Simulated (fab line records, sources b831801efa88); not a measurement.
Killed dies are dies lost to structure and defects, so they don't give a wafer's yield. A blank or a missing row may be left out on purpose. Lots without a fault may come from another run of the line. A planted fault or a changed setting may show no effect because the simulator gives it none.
fab line records | flow sky130
record lots=7 wafers=21 last_day=50
route steps=708 shown LOCAL_INTERCONNECT@388 PAD_OPEN@708
lots that met no fault: from a run of the same line without faults
start_h: hours from the record's first day to the start of the lot's first wafer shown | wait_h: hours since the lot's step before | " the same as in the row above | L1.1+2: a row that stands for several wafers | - no value, or no start given | * or withheld: withheld | < > ~ a bound
route shown NAME@n: a module of which the file shows steps, and the number in the route of the first | usual: mean/standard deviation of fault-free wafers | same: alike in all rows | chamber/n: place in a boat | sites: the reading at each site | _std_site: their standard deviation | _edge_site: outer sites' mean less inner sites' | radius_mm: how far each site lies from the wafer's centre | mask NAME#n: copy n | behind: the tool/chamber that last shaped the wafer | hold: why the lot was held/for how many hours/how that ended | device: the transistor (n, p or np) that didn't switch | end of line: the same wafers' tests at the end of the route | a step without rows: its recipe alone | killed: dies lost to structure and defects at the first sort, not the wafer's yield | map: a wafer's dies, x killed, . not, _ none there
set.NAME: the setting as run; set.NAME@STEP: as run at that earlier step | model.NAME: the simulator's own value behind a step, which no gauge read
lots at some steps of the route; a table a step, a row a wafer
services: from which hour (start_h, from the record's first day; less than 0 if before it) a tool's chamber was out of use, for how many hours, and why
## steps
# step SKY_LOCAL_INTERCONNECT_RS_MEAS_01
# recipe thk_meas_gauge=four-point-probe reads=TiN_of_LOCAL_INTERCONNECT_SPUTTER_00
# usual LOCAL_INTERCONNECT_TIN_RS=14.14/0.15
# columns lot.wafer tool chamber start_h wait_h LOCAL_INTERCONNECT_TIN_RS[ohm/sq]
L653.2 film_metro-04 - 718.13 0.1 14.32
L653.4 " - " " 14.27
L653.6 " - " " 14.36
L655.3 film_metro-04 - 742.05 0.1 14.32
L655.4 " - " " 14.42
L655.6 " - " " 14.36
L657.2 film_metro-04 - 773.13 0.1 14.10
L657.4 " - " " 14.22
L657.6 " - " " 14.01
L659.4 film_metro-04 - 777.31 0.1 14.07
L659.5 " - " " 13.89
L659.6 " - " " 14.00
L661.1 film_metro-02 - 794.95 0.0 14.01
L661.2 " - " " 14.17
L661.4 " - " " 13.85
L669.1 film_metro-03 - 839.35 0.0 14.22
L669.4 " - " " 14.27
L669.6 " - " " 14.08
L670.2 film_metro-03 - 852.51 0.1 14.17
L670.5 " - " " 14.07
L670.6 " - " " 14.08
# step SKY_LOCAL_INTERCONNECT_THK_MEAS_02
# recipe thk_meas_gauge=xrf reads=TiN_of_LOCAL_INTERCONNECT_SPUTTER_00
# usual LOCAL_INTERCONNECT_TIN_THK=101.4/1.3
# columns lot.wafer tool chamber start_h wait_h LOCAL_INTERCONNECT_TIN_THK[nm]
L653.2 film_metro-04 - 718.24 0.1 99.3
L653.4 " - " " 99.6
L653.6 " - " " 99.2
L655.3 film_metro-04 - 742.15 0.1 99.3
L655.4 " - " " 98.2
L655.6 " - " " 99.2
L657.2 film_metro-04 - 773.24 0.1 101.8
L657.4 " - " " 100.6
L657.6 " - " " 102.0
L659.4 film_metro-04 - 777.40 0.1 101.5
L659.5 " - " " 103.1
L659.6 " - " " 102.2
L661.1 film_metro-02 - 795.07 0.1 103.1
L661.2 " - " " 101.5
L661.4 " - " " 103.7
L669.1 film_metro-03 - 839.47 0.1 100.8
L669.4 " - " " 100.8
L669.6 " - " " 101.8
L670.2 film_metro-03 - 852.62 0.1 101.9
L670.5 " - " " 102.4
L670.6 " - " " 102.3
# step SKY_LOCAL_INTERCONNECT_DEHYDRATE_03
# recipe temp_c=200 time_s=60
# step SKY_LOCAL_INTERCONNECT_HMDS_04
# recipe prime_time_s=60 prime_temp_c=120
# step SKY_LOCAL_INTERCONNECT_COAT_05
# recipe resist=BARC temp_c=withheld time_s=withheld spin_rpm=3000 resist_thk_nm=60
# step SKY_LOCAL_INTERCONNECT_COAT_06
# recipe resist=KrF-thick spin_rpm=3000 resist_thk_nm=450
# step SKY_LOCAL_INTERCONNECT_SOFTBAKE_07
# recipe temp_c=100 time_s=90 resist=KrF-thick
# step SKY_LOCAL_INTERCONNECT_EXPOSE_08
# recipe mask_id=LI1M na=0.8 source_shape=annular sigma_inner=0.55 sigma_outer=0.85 target_cd_nm=170 dose_mj=28
# step SKY_LOCAL_INTERCONNECT_PEB_09
# recipe peb_temp_c=withheld peb_time_s=withheld resist=KrF-thick
# step SKY_LOCAL_INTERCONNECT_DEVELOP_10
# recipe develop_time_s=60 resist=KrF-thick dev_temp_c=21
# step SKY_LOCAL_INTERCONNECT_CD_MEAS_11
# recipe target_cd_nm=170
# usual cd_nm=169.8/1.7
# columns lot.wafer tool chamber start_h wait_h cd_nm
L653.2 cd_sem-01 - 746.35 - 166.5
L653.4 " - " " 165.8
L653.6 " - " " 166.4
L655.3 cd_sem-02 - 769.72 - 170.5
L655.4 " - " " 170.8
L655.6 " - " " 169.1
L657.2 cd_sem-02 - 799.95 - 171.1
L657.4 " - " " 171.3
L657.6 " - " " 169.2
L659.4 cd_sem-01 - 804.04 - 171.3
L659.5 " - " " 170.7
L659.6 " - " " 171.3
L661.1 cd_sem-02 - 820.76 - 166.6
L661.2 " - " " 166.5
L661.4 " - " " 167.8
L669.1 cd_sem-02 - 865.64 - 171.5
L669.4 " - " " 171.8
L669.6 " - " " 171.8
L670.2 cd_sem-02 - 878.09 - 172.3
L670.5 " - " " 171.7
L670.6 " - " " 172.4
# step SKY_LOCAL_INTERCONNECT_OVL_MEAS_12
# usual LOCAL_INTERCONNECT_OVL=3/4.4
# columns lot.wafer tool chamber start_h wait_h LOCAL_INTERCONNECT_OVL[nm]
L653.2 overlay-01 - 746.46 0.1 1
L653.4 " - " " -3
L653.6 " - " " 0
L655.3 overlay-02 - 769.81 0.1 1
L655.4 " - " " -6
L655.6 " - " " 5
L657.2 overlay-02 - 800.06 0.1 -4
L657.4 " - " " -6
L657.6 " - " " 6
L659.4 overlay-02 - 804.12 0.1 -1
L659.5 " - " " -1
L659.6 " - " " 1
L661.1 overlay-01 - 820.88 0.1 10
L661.2 " - " " 8
L661.4 " - " " 3
L669.1 overlay-01 - 865.76 0.1 -1
L669.4 " - " " 5
L669.6 " - " " -1
L670.2 overlay-02 - 878.19 0.1 3
L670.5 " - " " 6
L670.6 " - " " 6
# step SKY_LOCAL_INTERCONNECT_ETCH_13
# recipe chemistry=N2/H2 target=BARC ion_energy_ev=200 bias_w=100 pressure_mtorr=30 n2_flow_sccm=100 h2_flow_sccm=200 icp_w=500 stop_on=SiO2 time_s=45.9 target_depth_a=600
# usual bias_w=100.05/0.26 drypump_motor_current_A=6.1/0.41 oes_product_au=0.855/0.0047 throttle_valve_pct=13.224/0.009
# same time_s=45.9
# columns lot.wafer tool chamber start_h wait_h bias_w drypump_motor_current_A oes_product_au rf_hours_counter_h throttle_valve_pct
L653.2 rie_metal-04 1 746.49 0.0 100.22 5.2 0.849 11 13.218
L653.4 " 1 " " 99.86 5.2 0.856 - 13.219
L653.6 " 1 " " 100.02 5.2 0.856 - 13.212
L655.3 rie_metal-03 0 769.86 0.0 99.96 6.4 0.851 - 13.224
L655.4 " 1 " " 99.68 6.3 0.848 - 13.231
L655.6 " 0 " " 99.60 6.4 0.855 - 13.221
L657.2 rie_metal-03 1 800.09 0.0 97.16 6.3 0.855 7 13.218
L657.4 " 0 " " 99.87 6.4 0.858 - 13.213
L657.6 " 0 " " 100.02 6.4 0.854 - 13.227
L659.4 rie_metal-03 0 804.16 0.0 99.86 6.4 0.853 - 13.236
L659.5 " 0 " " 100.09 6.4 0.855 - 13.230
L659.6 " 1 " " 96.78 6.3 0.854 - 13.231
L661.1 rie_metal-03 1 820.92 0.0 96.77 6.3 0.852 8 13.210
L661.2 " 0 " " 100.33 6.4 0.853 4 13.215
L661.4 " 0 " " 100.30 6.4 0.853 - 13.232
L669.1 rie_metal-04 0 865.80 0.0 100.09 6.4 0.855 2 13.218
L669.4 " 0 " " 99.82 6.4 0.863 - 13.220
L669.6 " 1 " " 99.96 5.2 0.850 - 13.226
L670.2 rie_metal-03 1 878.22 0.0 100.12 6.3 0.860 10 13.213
L670.5 " 0 " " 99.84 6.4 0.861 - 13.225
L670.6 " 1 " " 100.10 6.3 0.851 - 13.224
# step SKY_LOCAL_INTERCONNECT_METAL_ETCH_14
# recipe target_depth_nm=110 stop_on=PSG chemistry=Cl2/BCl3 target=TiN resist_sidewall_deg=88 pressure_mtorr=10 icp_w=900 bias_w=48.5 Cl2_flow_sccm=60 bcl3_flow_sccm=30 time_s=31.4
# usual bias_w=48.49/0.14 drypump_motor_current_A=6.1/0.41 oes_product_au=0.942/0.0074 throttle_valve_pct=21.901/0.0097
# same time_s=31.4
# columns lot.wafer tool chamber start_h wait_h bias_w drypump_motor_current_A oes_product_au rf_hours_counter_h throttle_valve_pct
L653.2 rie_metal-04 1 746.55 0.0 48.30 5.2 0.929 11 21.905
L653.4 " 1 " " 48.44 5.2 0.941 - 21.896
L653.6 " 1 " " 48.66 5.2 0.934 - 21.912
L655.3 rie_metal-03 0 769.92 0.0 48.77 6.4 0.933 - 21.902
L655.4 " 1 " " 48.42 6.3 0.937 - 21.925
L655.6 " 0 " " 48.37 6.4 0.932 - 21.916
L657.2 rie_metal-03 1 800.15 0.0 48.73 6.3 0.939 7 21.893
L657.4 " 0 " " 48.37 6.4 0.934 - 21.898
L657.6 " 0 " " 48.31 6.4 0.939 - 21.911
L659.4 rie_metal-03 0 804.22 0.0 48.59 6.4 0.948 - 21.904
L659.5 " 0 " " 48.73 6.4 0.955 - 21.906
L659.6 " 1 " " 48.61 6.3 0.947 - 21.913
L661.1 rie_metal-03 1 820.98 0.0 48.21 6.3 0.953 8 21.882
L661.2 " 0 " " 48.29 6.4 0.944 4 21.912
L661.4 " 0 " " 48.41 6.4 0.949 - 21.890
L669.1 rie_metal-04 0 865.86 0.0 48.55 6.4 0.945 2 21.909
L669.4 " 0 " " 48.67 6.4 0.946 - 21.905
L669.6 " 1 " " 48.49 5.2 0.946 - 21.878
L670.2 rie_metal-03 1 878.28 0.0 48.46 6.3 0.942 10 21.902
L670.5 " 0 " " 48.48 6.4 0.950 - 21.900
L670.6 " 1 " " 48.56 6.3 0.940 - 21.903
# step SKY_PAD_OPEN_PROBE_99
# usual killed_at_M0_to_M3=43/7.2 killed_at_M4_up=3.1/1.8 killed_at_contacts=24/5.4 killed_at_front_end=15/4.4 killed_at_other=0.4/0.56 killed_dies=86/9.3 killed_open=47/6.9 killed_short=39/6.6
# same gross_dies=492 killed_at_back_side=0
# columns lot.wafer tool chamber start_h wait_h killed_at_M0_to_M3 killed_at_M4_up killed_at_contacts killed_at_front_end killed_at_other killed_dies killed_open killed_short
L653.2 prober-02 - 1104.16 0.1 43 2 24 20 1 90 45 45
L653.4 prober-02 - 1104.26 0.2 35 3 19 19 1 77 45 32
L653.6 prober-02 - 1104.36 0.2 40 2 16 18 0 76 40 36
L655.3 prober-02 - 1121.17 0.2 30 1 26 9 0 66 31 35
L655.4 prober-02 - 1121.22 0.2 50 0 23 11 0 84 53 31
L655.6 prober-02 - 1121.32 0.2 51 2 32 14 1 100 46 54
L657.2 prober-01 - 1142.22 0.1 34 1 21 20 1 77 41 35
L657.4 prober-01 - 1142.32 0.2 37 5 32 10 1 85 47 38
L657.6 prober-01 - 1142.42 0.2 52 2 29 6 0 89 50 38
L659.4 prober-02 - 1143.91 0.2 40 5 25 13 0 83 52 31
L659.5 prober-02 - 1143.96 0.2 50 3 32 29 0 114 57 57
L659.6 prober-02 - 1144.01 0.2 55 2 16 13 0 86 54 32
L661.1 prober-02 - 1158.55 0.1 33 4 26 12 2 77 45 31
L661.2 prober-02 - 1158.60 0.1 39 1 34 24 0 98 59 39
L661.4 prober-02 - 1158.70 0.2 42 1 33 19 0 95 55 40
L669.1 prober-02 - 1189.05 0.1 54 3 19 14 0 90 54 35
L669.4 prober-02 - 1189.20 0.2 54 0 30 14 0 98 63 35
L669.6 prober-02 - 1189.30 0.2 47 4 25 14 0 90 51 38
L670.2 prober-01 - 1196.75 0.1 35 5 14 18 2 74 44 28
L670.5 prober-01 - 1196.90 0.2 44 6 16 12 1 79 37 40
L670.6 prober-01 - 1196.95 0.2 36 2 29 10 1 78 43 34
# killed by level:class
L653.2 VIA1:geometric_particle:open=9 VIA1:geometric_particle:short=9 LI_CONTACT:geometric_particle:open=8 CONTACT:geometric_particle:open=8 VIA2:geometric_particle:open=7 FIELD_ISO:geometric_particle:short=4 VIA2:geometric_particle:short=4 CONTACT:geometric_particle:short=4
L653.4 CONTACT:geometric_particle:open=9 FIELD_ISO:geometric_particle:short=8 VIA1:geometric_particle:open=7 LI_CONTACT:geometric_particle:open=6 METAL2:geometric_particle:short=6 VIA2:geometric_particle:open=6 POLY_GATE:geometric_particle:open=5 VIA1:geometric_particle:short=4
L653.6 VIA1:geometric_particle:open=10 VIA2:geometric_particle:open=8 CONTACT:geometric_particle:open=6 FIELD_ISO:geometric_particle:open=5 CONTACT:geometric_particle:short=5 FIELD_ISO:geometric_particle:short=4 POLY_GATE:geometric_particle:short=4 VIA1:geometric_particle:short=4
L655.3 LI_CONTACT:geometric_particle:open=9 VIA1:geometric_particle:open=7 CONTACT:geometric_particle:open=6 LI_CONTACT:geometric_particle:short=5 VIA1:geometric_particle:short=5 LOCAL_INTERCONNECT:geometric_particle:short=5 METAL2:geometric_particle:short=4 FIELD_ISO:geometric_particle:short=3
L655.4 VIA1:geometric_particle:open=13 CONTACT:geometric_particle:open=9 LI_CONTACT:geometric_particle:open=7 VIA2:geometric_particle:open=7 VIA3:geometric_particle:open=6 VIA1:geometric_particle:short=5 POLY_GATE:geometric_particle:short=4 CONTACT:geometric_particle:short=4
L655.6 VIA1:geometric_particle:open=16 LOCAL_INTERCONNECT:geometric_particle:short=10 CONTACT:geometric_particle:open=9 METAL2:geometric_particle:short=7 CONTACT:geometric_particle:short=6 FIELD_ISO:geometric_particle:short=6 VIA2:geometric_particle:open=6 VIA1:geometric_particle:short=5
L657.2 CONTACT:geometric_particle:open=11 FIELD_ISO:geometric_particle:short=8 VIA1:geometric_particle:open=7 VIA1:geometric_particle:short=6 LI_CONTACT:geometric_particle:open=5 VIA3:geometric_particle:open=5 VIA2:geometric_particle:open=5 METAL2:geometric_particle:short=4
L657.4 CONTACT:geometric_particle:open=14 VIA1:geometric_particle:open=8 CONTACT:geometric_particle:short=7 LI_CONTACT:geometric_particle:open=6 METAL1:geometric_particle:short=6 VIA2:geometric_particle:short=5 VIA2:geometric_particle:open=5 VIA3:geometric_particle:open=5
L657.6 CONTACT:geometric_particle:open=14 VIA1:geometric_particle:open=14 METAL2:geometric_particle:short=11 METAL1:geometric_particle:short=6 VIA3:geometric_particle:open=6 CONTACT:geometric_particle:short=5 VIA2:geometric_particle:open=5 LOCAL_INTERCONNECT:geometric_particle:open=4
L659.4 VIA2:geometric_particle:open=12 VIA1:geometric_particle:open=12 CONTACT:geometric_particle:open=10 LI_CONTACT:geometric_particle:open=5 LOCAL_INTERCONNECT:geometric_particle:short=5 CONTACT:geometric_particle:short=5 METAL2:geometric_particle:short=5 POLY_GATE:geometric_particle:open=4
L659.5 CONTACT:geometric_particle:open=13 FIELD_ISO:geometric_particle:short=10 METAL2:geometric_particle:short=10 LI_CONTACT:geometric_particle:open=9 FIELD_ISO:geometric_particle:open=8 VIA1:geometric_particle:short=8 VIA1:geometric_particle:open=7 VIA3:geometric_particle:open=7
L659.6 VIA1:geometric_particle:open=18 VIA3:geometric_particle:open=9 LI_CONTACT:geometric_particle:open=7 METAL2:geometric_particle:short=7 FIELD_ISO:geometric_particle:open=6 VIA2:geometric_particle:open=5 CONTACT:geometric_particle:open=4 METAL1:geometric_particle:short=4
L661.1 VIA2:geometric_particle:open=11 CONTACT:geometric_particle:open=8 VIA1:geometric_particle:open=7 CONTACT:geometric_particle:short=6 LI_CONTACT:geometric_particle:open=5 FIELD_ISO:geometric_particle:short=4 POLY_GATE:geometric_particle:open=4 VIA3:geometric_particle:open=4
L661.2 VIA1:geometric_particle:open=11 CONTACT:geometric_particle:open=10 LI_CONTACT:geometric_particle:open=9 FIELD_ISO:geometric_particle:open=6 POLY_GATE:geometric_particle:open=6 CONTACT:geometric_particle:short=6 VIA2:geometric_particle:open=6 POLY_GATE:geometric_particle:short=5
L661.4 LI_CONTACT:geometric_particle:open=9 CONTACT:geometric_particle:open=9 VIA2:geometric_particle:open=9 VIA1:geometric_particle:open=8 VIA2:geometric_particle:short=7 FIELD_ISO:geometric_particle:open=6 CONTACT:geometric_particle:short=6 METAL1:geometric_particle:short=6
L669.1 VIA1:geometric_particle:open=19 CONTACT:geometric_particle:open=10 VIA1:geometric_particle:short=8 POLY_GATE:geometric_particle:open=5 FIELD_ISO:geometric_particle:short=4 VIA3:geometric_particle:open=4 VIA2:geometric_particle:open=4 VIA3:geometric_particle:short=4
L669.4 VIA1:geometric_particle:open=16 CONTACT:geometric_particle:open=14 VIA3:geometric_particle:open=9 VIA2:geometric_particle:open=8 LI_CONTACT:geometric_particle:open=7 VIA1:geometric_particle:short=7 METAL1:geometric_particle:short=5 CONTACT:geometric_particle:short=4
L669.6 VIA3:geometric_particle:open=12 VIA1:geometric_particle:open=11 CONTACT:geometric_particle:open=10 LI_CONTACT:geometric_particle:open=7 VIA1:geometric_particle:short=6 FIELD_ISO:geometric_particle:short=5 LOCAL_INTERCONNECT:geometric_particle:short=5 METAL1:geometric_particle:short=4
L670.2 VIA1:geometric_particle:open=9 LI_CONTACT:geometric_particle:open=8 POLY_GATE:geometric_particle:open=6 VIA2:geometric_particle:open=5 VIA1:geometric_particle:short=4 VIA3:geometric_particle:open=4 FIELD_ISO:geometric_particle:short=3 METAL1:geometric_particle:short=3
L670.5 VIA3:geometric_particle:open=7 VIA2:geometric_particle:open=7 VIA1:geometric_particle:open=6 LI_CONTACT:geometric_particle:open=5 VIA2:geometric_particle:short=5 FIELD_ISO:geometric_particle:open=4 LOCAL_INTERCONNECT:geometric_particle:short=4 METAL1:geometric_particle:short=4
L670.6 CONTACT:geometric_particle:open=10 VIA3:geometric_particle:open=10 VIA1:geometric_particle:open=9 LI_CONTACT:geometric_particle:open=7 CONTACT:geometric_particle:short=6 POLY_GATE:geometric_particle:open=4 FIELD_ISO:geometric_particle:short=3 LI_CONTACT:geometric_particle:short=3
## services
# columns tool chamber start_h hours kind
rie_metal-04 0 770.13 - clean
rie_metal-04 0 770.13 25.4 scheduled_down
rie_metal-04 0 770.13 25.4 vent_cycle
rie_metal-03 0 822.05 2.0 repair
rie_metal-04 - 864.12 1.4 pm
## key
first_sign step=SKY_LOCAL_INTERCONNECT_ETCH_13 reading=bias_w direction=down sigmas=12 usual=100.05 struck=96.91
effect none on later readings
met_at SKY_LOCAL_INTERCONNECT_ETCH_13
struck_wafers L657.2,L659.6,L661.1
tester_left_out L657,L659,L661
onset_between 769.86 800.09
fault kind=process_parameter_drift tool=rie_metal-03 chamber=1 onset_h=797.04 steps=SKY_LOCAL_INTERCONNECT_ETCH_13 channel=bias_w offset=-3.0683 shape=step end_h=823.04 acts_in=these_recipes_only stated=100
# tester_left_out: of these lots the tester's yield and bins aren't shown, on N5 and GAA mostly nor the transistor test; their killed dies are dies lost to structure and defects alone, not to doping, threshold or leakage, so they don't give the yield
